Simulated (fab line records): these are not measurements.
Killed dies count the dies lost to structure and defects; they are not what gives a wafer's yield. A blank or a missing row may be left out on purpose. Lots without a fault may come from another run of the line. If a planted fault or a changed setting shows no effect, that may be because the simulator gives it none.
fab line records	flow sky130
record: lots: 14	wafers: 42	last_day: 50
route steps=708 shown CONTACT@423 METAL1@434
lots untouched by any fault: they come from a run of this same line in which no faults occurred
start_h: start of the lot's first displayed wafer, in hours after the record's first day	wait_h: how many hours have passed since the lot's step before this one	" unchanged from the row above	L1.1+2: several wafers, shown together as one row	- no value, or no start was given	* or withheld: withheld	< > ~ a bound
route shown NAME@n: names a module that has steps shown in the file, with the first one's number in the route	usual: mean/standard deviation taken from wafers without a fault	same: alike in all rows	chamber/n: place in a boat	sites: readings site by site	_std_site: standard deviation across them	_edge_site: the outer-site mean with the inner-site mean subtracted	radius_mm: how far each site lies from the wafer's centre	mask NAME#n: copy n	behind: the most recent tool/chamber to have shaped the wafer	hold: what put the lot on hold/how long, in hours/how the hold closed	device: the transistor (n, p or np) that didn't switch	end of line: tests of these same wafers at the route's end	where a step has no rows: the recipe by itself	killed: dies lost to structure and defects at the first sort, not the wafer's yield	map: a wafer's dies, x killed, . not, _ none there
set.NAME: the setting as run; set.NAME@STEP: as run at that earlier step	model.NAME: the simulator's own value behind a step, which no gauge read
steps of the route over a sample of lots; a table a step, a row a wafer
services: the hour from which a tool's chamber was out of use, counted from the record's first day as start_h (under 0 if before that day), plus the number of hours and why
== steps ==
step: SKY_CONTACT_ETCH_17
recipe: target: SiO2	chemistry: C4F8/O2/Ar	stop_on: Si3N4	mask_material: KrF-thick	source_w: 1500	bias_w: 1223	pressure_mtorr: 40	c4f8_flow_sccm: withheld	O2_flow_sccm: 6	Ar_flow_sccm: 300	time_s: withheld	target_depth_a: 3400
usual: oes_product_au: 0.891/0.0049
lot.wafer	tool	chamber	start_h	wait_h	oes_product_au
L156.1	rie_diel-03	0	751.44	0.0	0.899
L156.5	"	0	"	"	0.888
L156.6	"	1	"	"	0.884
L157.4	rie_diel-04	2	765.34	0.0	0.896
L157.5	"	0	"	"	0.889
L157.6	"	1	"	"	0.891
L158.1	rie_diel-04	3	798.13	0.0	0.894
L158.4	"	1	"	"	0.893
L158.6	"	0	"	"	0.895
L160.1	rie_diel-01	3	807.99	0.0	0.896
L160.4	"	0	"	"	0.890
L160.6	"	0	"	"	0.894
L162.2	rie_diel-03	3	814.50	0.0	0.891
L162.5	"	1	"	"	0.881
L162.6	"	0	"	"	0.888
L164.1	rie_diel-03	0	818.99	0.0	0.891
L164.3	"	1	"	"	0.885
L164.4	"	3	"	"	0.891
L165.4	rie_diel-01	3	819.15	0.0	0.892
L165.5	"	3	"	"	0.889
L165.6	"	2	"	"	0.889
L167.2	rie_diel-03	1	845.58	0.0	0.889
L167.3	"	0	"	"	0.899
L167.5	"	1	"	"	0.890
L170.1	rie_diel-01	1	869.14	0.0	0.891
L170.2	"	2	"	"	0.896
L170.3	"	3	"	"	0.886
L168.2	rie_diel-01	1	872.14	0.0	0.891
L168.3	"	0	"	"	0.894
L168.6	"	3	"	"	0.891
L174.1	rie_diel-01	3	892.43	0.0	0.898
L174.3	"	0	"	"	0.885
L174.5	"	3	"	"	0.896
L176.2	rie_diel-03	3	901.48	0.0	0.893
L176.4	"	2	"	"	0.894
L176.5	"	2	"	"	0.896
L175.3	rie_diel-03	2	906.48	0.0	0.884
L175.4	"	0	"	"	0.897
L175.5	"	2	"	"	0.880
L177.1	rie_diel-03	0	910.13	0.0	0.894
L177.3	"	2	"	"	0.894
L177.6	"	2	"	"	0.890
step: SKY_CONTACT_STRIP_19
recipe: chemistry: O2/N2	power_w: 1400	pressure_mtorr: 1500	platen_temp_c: withheld	o2_flow_sccm: 3000	n2_flow_sccm: 300	overash_fraction: 0.5
usual: drypump_motor_current_A: 5.69/0.29	oes_product_au: 0.381/0.0047	strip_time_to_endpoint_s: 3.61/0.032
lot.wafer	tool	chamber	start_h	wait_h	drypump_motor_current_A	oes_product_au	rf_hours_counter_h	strip_time_to_endpoint_s
L156.1	plasma_asher-04	0	751.53	-	5.88	0.379	62	3.57
L156.5	"	0	"	"	5.87	0.369	-	3.58
L156.6	"	1	"	"	5.74	0.377	-	3.57
L157.4	plasma_asher-03	1	765.46	-	6.17	0.380	-	3.58
L157.5	"	1	"	"	6.17	0.373	-	3.60
L157.6	"	0	"	"	5.81	0.379	-	3.63
L158.1	plasma_asher-04	1	798.22	-	5.73	0.390	67	3.63
L158.4	"	0	"	"	5.86	0.384	-	3.66
L158.6	"	1	"	"	5.73	0.374	-	3.58
L160.1	plasma_asher-01	0	808.08	-	5.29	0.386	6	3.67
L160.4	"	1	"	"	5.45	0.378	-	3.61
L160.6	"	0	"	"	5.31	0.384	-	3.60
L162.2	plasma_asher-04	1	814.59	-	5.73	0.386	69	3.62
L162.5	"	1	"	"	5.75	0.384	-	3.60
L162.6	"	0	"	"	5.82	0.378	-	3.60
L164.1	plasma_asher-01	0	819.08	-	5.23	0.379	7	3.60
L164.3	"	1	"	"	5.49	0.380	-	3.59
L164.4	"	0	"	"	5.30	0.384	-	3.62
L165.4	plasma_asher-03	0	819.28	-	5.81	0.390	-	3.70
L165.5	"	0	"	"	5.81	0.385	-	3.71
L165.6	"	1	"	"	6.19	0.378	-	3.61
L167.2	plasma_asher-04	1	845.67	-	5.71	0.383	72	3.55
L167.3	"	1	"	"	5.70	0.376	-	3.56
L167.5	"	1	"	"	5.71	0.379	-	3.57
L170.1	plasma_asher-01	1	869.23	-	5.47	0.374	13	3.60
L170.2	"	0	"	"	5.30	0.382	13	3.59
L170.3	"	1	"	"	5.46	0.383	-	3.64
L168.2	plasma_asher-03	1	872.23	-	6.20	0.379	45	3.60
L168.3	"	1	"	"	6.18	0.371	-	3.60
L168.6	"	1	"	"	6.17	0.374	-	3.64
L174.1	plasma_asher-01	0	892.52	-	5.26	0.383	16	3.68
L174.3	"	0	"	"	5.25	0.385	-	3.65
L174.5	"	1	"	"	5.45	0.386	-	3.67
L176.2	plasma_asher-04	1	901.57	-	5.72	0.387	78	3.60
L176.4	"	1	"	"	5.73	0.374	-	3.60
L176.5	"	1	"	"	5.72	0.376	-	3.59
L175.3	plasma_asher-01	0	906.61	-	5.24	0.382	-	3.58
L175.4	"	1	"	"	5.47	0.376	-	3.57
L175.5	"	0	"	"	5.20	0.378	-	3.56
L177.1	plasma_asher-01	0	910.22	-	5.25	0.377	17	3.61
L177.3	"	0	"	"	5.26	0.379	-	3.60
L177.6	"	0	"	"	5.26	0.381	-	3.60
step: SKY_METAL1_SPUTTER_00
recipe: material: Ti	target_thk_nm: 15	power_w: 3000	time_s: 10	chamber_pressure_pa: 0.4
usual: throttle_valve_pct: 29.9/0.91
lot.wafer	tool	chamber	start_h	wait_h	throttle_valve_pct
L156.1	pvd_sputter-04	-	752.77	0.1	29.8
L156.5	"	-	"	"	30.0
L156.6	"	-	"	"	31.3
L157.4	pvd_sputter-02	-	766.70	0.1	30.9
L157.5	"	-	"	"	31.0
L157.6	"	-	"	"	30.1
L158.1	pvd_sputter-04	-	799.46	0.1	30.3
L158.4	"	-	"	"	30.2
L158.6	"	-	"	"	30.2
L160.1	pvd_sputter-02	-	809.33	0.2	31.0
L160.4	"	-	"	"	30.1
L160.6	"	-	"	"	29.8
L162.2	pvd_sputter-01	-	815.85	0.1	28.1
L162.5	"	-	"	"	30.2
L162.6	"	-	"	"	28.0
L164.1	pvd_sputter-01	-	820.33	0.2	30.8
L164.3	"	-	"	"	30.4
L164.4	"	-	"	"	29.2
L165.4	pvd_sputter-04	-	820.63	0.2	30.0
L165.5	"	-	"	"	29.7
L165.6	"	-	"	"	29.6
L167.2	pvd_sputter-04	-	846.96	0.1	30.2
L167.3	"	-	"	"	29.9
L167.5	"	-	"	"	30.2
L170.1	pvd_sputter-04	-	870.47	0.2	30.0
L170.2	"	-	"	"	31.8
L170.3	"	-	"	"	30.1
L168.2	pvd_sputter-01	-	873.47	0.1	28.3
L168.3	"	-	"	"	29.1
L168.6	"	-	"	"	30.3
L174.1	pvd_sputter-02	-	894.28	0.1	30.9
L174.3	"	-	"	"	29.7
L174.5	"	-	"	"	29.6
L176.2	pvd_sputter-02	-	902.96	0.1	28.4
L176.4	"	-	"	"	29.9
L176.5	"	-	"	"	28.7
L175.3	pvd_sputter-04	-	907.82	0.2	31.5
L175.4	"	-	"	"	30.1
L175.5	"	-	"	"	30.2
L177.1	pvd_sputter-02	-	911.47	0.2	29.5
L177.3	"	-	"	"	31.0
L177.6	"	-	"	"	30.7
step: SKY_METAL1_EXPOSE_12
recipe: mask_id: MM1	na: 0.8	source_shape: annular	sigma_inner: 0.55	sigma_outer: 0.85	target_cd_nm: 140	dose_mj: 28
usual: exposure_dose_mJ_cm2: 27.93/0.031	focus_offset_nm: 0.1/0.59	na: 0.8/0
lot.wafer	tool	chamber	start_h	wait_h	mask	exposure_dose_mJ_cm2	focus_offset_nm	na
L156.1	krf_scanner-01	0	765.59	-	MM1#0	27.91	-0.2	0.8
L156.5	"	0	"	"	MM1#0	27.91	-0.3	0.8
L156.6	"	0	"	"	MM1#0	27.91	0.4	0.8
L157.4	krf_scanner-01	0	780.21	-	MM1#0	27.91	-0.3	0.8
L157.5	"	0	"	"	MM1#0	27.92	0.1	0.8
L157.6	"	0	"	"	MM1#0	27.96	-0.1	0.8
L158.1	krf_scanner-01	0	813.53	-	MM1#0	27.89	0.5	0.8
L158.4	"	0	"	"	MM1#0	27.95	1.3	0.8
L158.6	"	0	"	"	MM1#0	27.88	0.3	0.8
L160.1	krf_scanner-02	0	822.88	-	MM1#0	27.93	0.3	0.8
L160.4	"	0	"	"	MM1#0	27.96	0.5	0.8
L160.6	"	0	"	"	MM1#0	27.95	-0.3	0.8
L162.2	krf_scanner-02	0	828.86	-	MM1#0	28.03	0.0	0.8
L162.5	"	0	"	"	MM1#0	27.94	0.3	0.8
L162.6	"	0	"	"	MM1#0	27.98	-0.2	0.8
L164.1	krf_scanner-02	0	833.29	-	MM1#0	27.90	-0.4	0.8
L164.3	"	0	"	"	MM1#0	27.90	0.1	0.8
L164.4	"	0	"	"	MM1#0	27.94	-0.9	0.8
L165.4	krf_scanner-01	-	834.33	-	MM1#0	-	-	-
L165.5	"	-	"	"	MM1#0	-	-	-
L165.6	"	-	"	"	MM1#0	-	-	-
L167.2	krf_scanner-02	-	859.95	-	MM1#0	-	-	-
L167.3	"	-	"	"	MM1#0	-	-	-
L167.5	"	-	"	"	MM1#0	-	-	-
L170.1	krf_scanner-02	0	883.74	-	MM1#0	27.91	-0.3	0.8
L170.2	"	0	"	"	MM1#0	27.97	1.0	0.8
L170.3	"	0	"	"	MM1#0	27.93	-0.5	0.8
L168.2	krf_scanner-02	0	885.81	-	MM1#0	27.93	1.8	0.8
L168.3	"	0	"	"	MM1#0	27.95	1.9	0.8
L168.6	"	0	"	"	MM1#0	27.95	0.2	0.8
L174.1	krf_scanner-02	0	907.08	-	MM1#0	27.92	0.9	0.8
L174.3	"	0	"	"	MM1#0	27.88	-0.1	0.8
L174.5	"	0	"	"	MM1#0	27.87	-0.4	0.8
L176.2	krf_scanner-02	0	915.75	-	MM1#0	27.95	-0.6	0.8
L176.4	"	0	"	"	MM1#0	27.97	-0.1	0.8
L176.5	"	0	"	"	MM1#0	27.96	-0.1	0.8
L175.3	krf_scanner-01	0	920.92	-	MM1#0	27.94	-0.9	0.8
L175.4	"	0	"	"	MM1#0	27.94	0.6	0.8
L175.5	"	0	"	"	MM1#0	27.91	-0.2	0.8
L177.1	krf_scanner-02	0	924.58	-	MM1#0	27.94	0.4	0.8
L177.3	"	0	"	"	MM1#0	27.93	-0.2	0.8
L177.6	"	0	"	"	MM1#0	27.90	-0.2	0.8
== services ==
tool	chamber	start_h	hours	kind
plasma_asher-01	-	732.02	1.7	repair
plasma_asher-01	-	733.75	9.0	pm
plasma_asher-01	-	758.94	2.8	repair
krf_scanner-01	-	766.19	1.3	pm
plasma_asher-01	-	782.19	2.0	repair
rie_diel-03	0	792.47	9.0	repair
krf_scanner-02	-	796.94	0.4	repair
krf_scanner-01	-	817.31	1.0	pm
rie_diel-01	2	821.71	4.1	repair
krf_scanner-02	-	834.07	1.0	pm
pvd_sputter-04	-	836.24	1.1	repair
pvd_sputter-04	-	836.92	3.8	repair
krf_scanner-01	-	840.35	0.8	pm
rie_diel-03	3	842.44	16.7	repair
krf_scanner-02	-	845.53	0.8	pm
rie_diel-01	1	851.81	9.4	repair
rie_diel-03	-	866.49	10.2	repair
krf_scanner-01	-	866.56	5.3	repair
rie_diel-03	2	875.81	4.5	repair
krf_scanner-01	-	876.09	3.6	pm
krf_scanner-01	-	882.98	4.4	pm
pvd_sputter-04	-	888.54	1.1	repair
krf_scanner-02	-	897.92	1.3	pm
rie_diel-03	0	924.60	9.7	repair
== key ==
first_sign: step: SKY_METAL1_EXPOSE_12	reading: tool_record	direction: missing
effect none on later readings
met_at SKY_METAL1_EXPOSE_12
struck_lots L165,L167
later_rows_left_out L165.4,L165.5,L165.6,L167.2,L167.3,L167.5
sort_left_out L165.4,L165.5,L165.6,L167.2,L167.3,L167.5
not_acting_at SKY_CONTACT_ETCH_17,SKY_CONTACT_STRIP_19,SKY_METAL1_SPUTTER_00
onset_between 833.29 834.33
fault: kind: skipped_step_whole	tool: krf_scanner-01,krf_scanner-02	chamber: -	onset_h: 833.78	steps: SKY_METAL1_EXPOSE_12	scope: struck_lots_only
sort_left_out: the simulated sort isn't trusted on such a fault, so these wafers' sort isn't shown, and their yield isn't known
later_rows_left_out: the simulator's readings of these wafers behind a module that went badly wrong aren't trusted and aren't shown, but for the sort
